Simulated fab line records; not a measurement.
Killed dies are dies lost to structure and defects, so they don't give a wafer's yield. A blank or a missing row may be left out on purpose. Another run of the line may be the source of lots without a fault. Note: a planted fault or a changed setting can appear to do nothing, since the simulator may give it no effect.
fab line records ; flow sky130
record: lots: 6; wafers: 18; last-day: 50
route steps=708 shown METAL2@484
lots untouched by any fault: they come from a run of this same line in which no faults occurred
start-h: hours from the record's first day to the start of the lot's first wafer shown ; wait-h: hours since the lot's step before ; " as in the row above ; L1.1+2: one row covering several wafers at once ; - no value, or no start given ; * or withheld: withheld ; < > ~ a bound
route shown NAME@n: a module of which the file shows steps, and the number in the route of the first ; usual: mean/standard deviation of fault-free wafers ; same: alike in all rows ; chamber/n: place in a boat ; sites: the reading at each site ; _std_site: how widely they spread, as a standard deviation ; _edge_site: mean of outer sites minus mean of inner sites ; radius-mm: for every site, how far away it sits from the centre of the wafer ; mask NAME#n: copy n ; behind: the most recent tool/chamber to have shaped the wafer ; hold: why the lot went on hold/how many hours it stayed there/how the hold came to an end ; device: the transistor (n, p or np) that didn't switch ; end of line: the tests these same wafers got at the end of their route ; for a step that has no rows: nothing shown but its recipe ; killed: the dies lost at the first sort to structure and to defects; this is not the yield of the wafer ; map: the dies of a wafer, with x for killed, . for not killed, _ for no die there
set.NAME: the setting the step ran with; set.NAME@STEP: the setting that earlier step ran with ; model.NAME: the simulator's own value behind a step, which no gauge read
certain route steps with their lots: each step a table, each wafer a row
services: the hour from which a tool's chamber was out of use, counted from the record's first day as start-h (under 0 if before that day), plus the number of hours and why
== steps ==
step: SKY_METAL2_SPUTTER_01
recipe: material: TiN; target-thk-nm: 20; power-w: 6500; time-s: 16.7; chamber-pressure-pa: 0.4
usual: throttle-valve-pct: 30.1/0.85
lot.wafer;tool;chamber;start-h;wait-h;throttle-valve-pct
L757.1;pvd-sputter-03;-;852.89;0.0;29.6
L757.3;pvd-sputter-03;-;852.89;0.0;29.4
L757.5;pvd-sputter-03;-;852.89;0.0;29.1
L758.2;pvd-sputter-03;-;854.46;0.0;29.0
L758.3;pvd-sputter-03;-;854.46;0.0;30.7
L758.6;pvd-sputter-03;-;854.46;0.0;29.0
L764.1;pvd-sputter-03;-;890.59;0.0;30.7
L764.4;pvd-sputter-03;-;890.59;0.0;29.5
L764.5;pvd-sputter-03;-;890.59;0.0;28.8
L768.1;pvd-sputter-01;-;923.24;0.0;32.2
L768.2;pvd-sputter-01;-;923.24;0.0;31.1
L768.6;pvd-sputter-01;-;923.24;0.0;30.6
L773.1;pvd-sputter-01;-;959.73;0.0;30.6
L773.5;pvd-sputter-01;-;959.73;0.0;32.4
L773.6;pvd-sputter-01;-;959.73;0.0;31.2
L774.1;pvd-sputter-03;-;964.91;0.0;29.2
L774.2;pvd-sputter-03;-;964.91;0.0;29.2
L774.6;pvd-sputter-03;-;964.91;0.0;29.2
step: SKY_METAL2_SPUTTER_02
recipe: material: AlCu; target-thk-nm: 250; power-w: 10600; time-s: 13.79; chamber-pressure-pa: 0.4
usual: throttle-valve-pct: 30.1/0.86
lot.wafer;tool;chamber;start-h;wait-h;throttle-valve-pct
L757.1;pvd-sputter-03;-;852.91;0.0;29.8
L757.3;pvd-sputter-03;-;852.91;0.0;29.2
L757.5;pvd-sputter-03;-;852.91;0.0;29.1
L758.2;pvd-sputter-03;-;854.49;0.0;29.2
L758.3;pvd-sputter-03;-;854.49;0.0;30.6
L758.6;pvd-sputter-03;-;854.49;0.0;28.9
L764.1;pvd-sputter-03;-;890.62;0.0;30.3
L764.4;pvd-sputter-03;-;890.62;0.0;29.9
L764.5;pvd-sputter-03;-;890.62;0.0;28.6
L768.1;pvd-sputter-01;-;923.27;0.0;32.1
L768.2;pvd-sputter-01;-;923.27;0.0;31.2
L768.6;pvd-sputter-01;-;923.27;0.0;30.6
L773.1;pvd-sputter-01;-;959.76;0.0;30.8
L773.5;pvd-sputter-01;-;959.76;0.0;32.3
L773.6;pvd-sputter-01;-;959.76;0.0;31.2
L774.1;pvd-sputter-03;-;964.94;0.0;29.3
L774.2;pvd-sputter-03;-;964.94;0.0;28.8
L774.6;pvd-sputter-03;-;964.94;0.0;28.9
step: SKY_METAL2_SPUTTER_03
recipe: material: Ti; target-thk-nm: 5; power-w: 3000; time-s: 3.3; chamber-pressure-pa: 0.4
usual: throttle-valve-pct: 30.1/0.83
lot.wafer;tool;chamber;start-h;wait-h;throttle-valve-pct
L757.1;pvd-sputter-03;-;852.94;0.0;29.8
L757.3;pvd-sputter-03;-;852.94;0.0;29.4
L757.5;pvd-sputter-03;-;852.94;0.0;29.0
L758.2;pvd-sputter-03;-;854.51;0.0;29.5
L758.3;pvd-sputter-03;-;854.51;0.0;30.4
L758.6;pvd-sputter-03;-;854.51;0.0;29.2
L764.1;pvd-sputter-03;-;890.64;0.0;30.5
L764.4;pvd-sputter-03;-;890.64;0.0;29.8
L764.5;pvd-sputter-03;-;890.64;0.0;29.0
L768.1;pvd-sputter-01;-;923.29;0.0;32.0
L768.2;pvd-sputter-01;-;923.29;0.0;31.3
L768.6;pvd-sputter-01;-;923.29;0.0;30.6
L773.1;pvd-sputter-01;-;959.78;0.0;30.7
L773.5;pvd-sputter-01;-;959.78;0.0;32.3
L773.6;pvd-sputter-01;-;959.78;0.0;31.0
L774.1;pvd-sputter-03;-;964.96;0.0;29.4
L774.2;pvd-sputter-03;-;964.96;0.0;28.7
L774.6;pvd-sputter-03;-;964.96;0.0;29.1
step: SKY_METAL2_SPUTTER_04
recipe: material: TiN; target-thk-nm: 70; power-w: 6500; time-s: 58.3; chamber-pressure-pa: 0.4
usual: throttle-valve-pct: 30.1/0.84
lot.wafer;tool;chamber;start-h;wait-h;throttle-valve-pct
L757.1;pvd-sputter-03;-;852.96;0.0;29.4
L757.3;pvd-sputter-03;-;852.96;0.0;29.2
L757.5;pvd-sputter-03;-;852.96;0.0;29.5
L758.2;pvd-sputter-03;-;854.53;0.0;29.3
L758.3;pvd-sputter-03;-;854.53;0.0;30.5
L758.6;pvd-sputter-03;-;854.53;0.0;28.8
L764.1;pvd-sputter-03;-;890.66;0.0;30.3
L764.4;pvd-sputter-03;-;890.66;0.0;29.9
L764.5;pvd-sputter-03;-;890.66;0.0;28.8
L768.1;pvd-sputter-01;-;923.31;0.0;32.2
L768.2;pvd-sputter-01;-;923.31;0.0;31.1
L768.6;pvd-sputter-01;-;923.31;0.0;30.6
L773.1;pvd-sputter-01;-;959.80;0.0;30.8
L773.5;pvd-sputter-01;-;959.80;0.0;32.2
L773.6;pvd-sputter-01;-;959.80;0.0;31.4
L774.1;pvd-sputter-03;-;964.98;0.0;29.4
L774.2;pvd-sputter-03;-;964.98;0.0;28.6
L774.6;pvd-sputter-03;-;964.98;0.0;28.8
step: SKY_METAL2_RS_MEAS_05
recipe: thk-meas-gauge: four-point-probe; reads: TiN_of_METAL2_SPUTTER_04+Ti_of_METAL2_SPUTTER_03+AlCu_of_METAL2_SPUTTER_02+TiN_of_METAL2_SPUTTER_01+Ti_of_METAL2_SPUTTER_00
usual: METAL2_ALCU_RS: 0.1220/0.0012
lot.wafer;tool;chamber;start-h;wait-h;METAL2_ALCU_RS[ohm/sq]
L757.1;film-metro-04;-;853.01;0.0;0.1230
L757.3;film-metro-04;-;853.01;0.0;0.1225
L757.5;film-metro-04;-;853.01;0.0;0.1221
L758.2;film-metro-03;-;854.60;0.0;0.1214
L758.3;film-metro-03;-;854.60;0.0;0.1201
L758.6;film-metro-03;-;854.60;0.0;0.1219
L764.1;film-metro-01;-;890.71;0.0;0.1222
L764.4;film-metro-01;-;890.71;0.0;0.1230
L764.5;film-metro-01;-;890.71;0.0;0.1227
L768.1;film-metro-04;-;923.36;0.0;0.1222
L768.2;film-metro-04;-;923.36;0.0;0.1206
L768.6;film-metro-04;-;923.36;0.0;0.1212
L773.1;film-metro-01;-;959.85;0.0;0.1216
L773.5;film-metro-01;-;959.85;0.0;0.1230
L773.6;film-metro-01;-;959.85;0.0;0.1213
L774.1;film-metro-01;-;965.03;0.0;0.1200
L774.2;film-metro-01;-;965.03;0.0;0.1214
L774.6;film-metro-01;-;965.03;0.0;0.1202
step: SKY_METAL2_THK_MEAS_06
recipe: thk-meas-gauge: xrf; reads: AlCu_of_METAL2_SPUTTER_02
usual: METAL2_ALCU_THK: 261.2/2.5
lot.wafer;tool;chamber;start-h;wait-h;METAL2_ALCU_THK[nm]
L757.1;film-metro-04;-;853.13;0.1;260.9
L757.3;film-metro-04;-;853.13;0.1;261.9
L757.5;film-metro-04;-;853.13;0.1;261.1
L758.2;film-metro-03;-;854.71;0.1;261.9
L758.3;film-metro-03;-;854.71;0.1;265.0
L758.6;film-metro-03;-;854.71;0.1;263.8
L764.1;film-metro-01;-;890.83;0.1;260.4
L764.4;film-metro-01;-;890.83;0.1;258.9
L764.5;film-metro-01;-;890.83;0.1;260.4
L768.1;film-metro-04;-;923.48;0.1;261.4
L768.2;film-metro-04;-;923.48;0.1;262.2
L768.6;film-metro-04;-;923.48;0.1;261.8
L773.1;film-metro-01;-;959.97;0.1;263.4
L773.5;film-metro-01;-;959.97;0.1;259.5
L773.6;film-metro-01;-;959.97;0.1;262.5
L774.1;film-metro-01;-;965.15;0.1;263.0
L774.2;film-metro-01;-;965.15;0.1;263.3
L774.6;film-metro-01;-;965.15;0.1;263.8
step: SKY_METAL2_DEHYDRATE_07
recipe: temp-c: 200; time-s: 60
step: SKY_METAL2_HMDS_08
recipe: prime-time-s: 60; prime-temp-c: 120
step: SKY_METAL2_COAT_09
recipe: resist: BARC; temp-c: withheld; time-s: withheld; spin-rpm: 3000; resist-thk-nm: 60
step: SKY_METAL2_COAT_10
recipe: resist: KrF-thick; spin-rpm: 3000; resist-thk-nm: 450
step: SKY_METAL2_SOFTBAKE_11
recipe: temp-c: 100; time-s: 90; resist: KrF-thick
step: SKY_METAL2_EXPOSE_12
recipe: mask-id: MM2; na: 0.8; source-shape: annular; sigma-inner: 0.55; sigma-outer: 0.85; target-cd-nm: 140; dose-mj: 28
step: SKY_METAL2_PEB_13
recipe: peb-temp-c: withheld; peb-time-s: withheld; resist: KrF-thick
usual: chill-plate-temp-C: *; exhaust-pa: 45.0/0.8
lot.wafer;tool;chamber;start-h;wait-h;chill-plate-temp-C;exhaust-pa
L757.1;litho-track-03;-;877;-;-;-
L757.3;litho-track-03;-;877;-;-;-
L757.5;litho-track-03;-;878;-;-;-
L758.2;litho-track-03;-;878;-;-;-
L758.3;litho-track-03;-;879;-;-;-
L758.6;litho-track-03;-;879;-;-;-
L764.1;litho-track-02;0;915;-;*;45.4
L764.4;litho-track-02;0;915;-;*;46.5
L764.5;litho-track-02;0;915;-;*;45.4
L768.1;litho-track-04;0;947;-;*;44.4
L768.2;litho-track-04;0;947;-;*;44.8
L768.6;litho-track-04;0;948;-;*;44.6
L773.1;litho-track-04;0;983;-;*;46.0
L773.5;litho-track-04;0;983;-;*;43.9
L773.6;litho-track-04;0;983;-;*;45.9
L774.1;litho-track-03;0;988;-;*;44.9
L774.2;litho-track-03;0;988;-;*;43.9
L774.6;litho-track-03;0;988;-;*;44.8
step: SKY_METAL2_DEVELOP_14
recipe: develop-time-s: 60; resist: KrF-thick; dev-temp-c: 21
== services ==
tool;chamber;start-h;hours;kind
pvd-sputter-03;-;907.00;6.3;repair
pvd-sputter-03;-;912.09;11.4;repair
pvd-sputter-03;-;928.44;5.1;repair
pvd-sputter-01;-;934.40;0.5;repair
pvd-sputter-01;-;970.09;9.2;repair
== key ==
first-sign: step: SKY_METAL2_PEB_13; reading: tool-record; direction: missing
effect none on later readings
met-at SKY_METAL2_PEB_13
struck-wafers L757.1,L757.3,L757.5,L758.2,L758.3,L758.6
later-rows-left-out L757.1,L757.3,L757.5,L758.2,L758.3,L758.6
sort-left-out L757.1,L757.3,L757.5,L758.2,L758.3,L758.6
fault: kind: skipped-step-whole; tool: litho-track-03; chamber: -; onset-h: 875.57; steps: SKY_METAL2_PEB_13; scope: struck-lots-only
sort-left-out: the simulated sort isn't trusted on such a fault, so these wafers' sort isn't shown, and their yield isn't known
later-rows-left-out: the simulator's readings of these wafers behind a module that went badly wrong aren't trusted and aren't shown, but for the sort
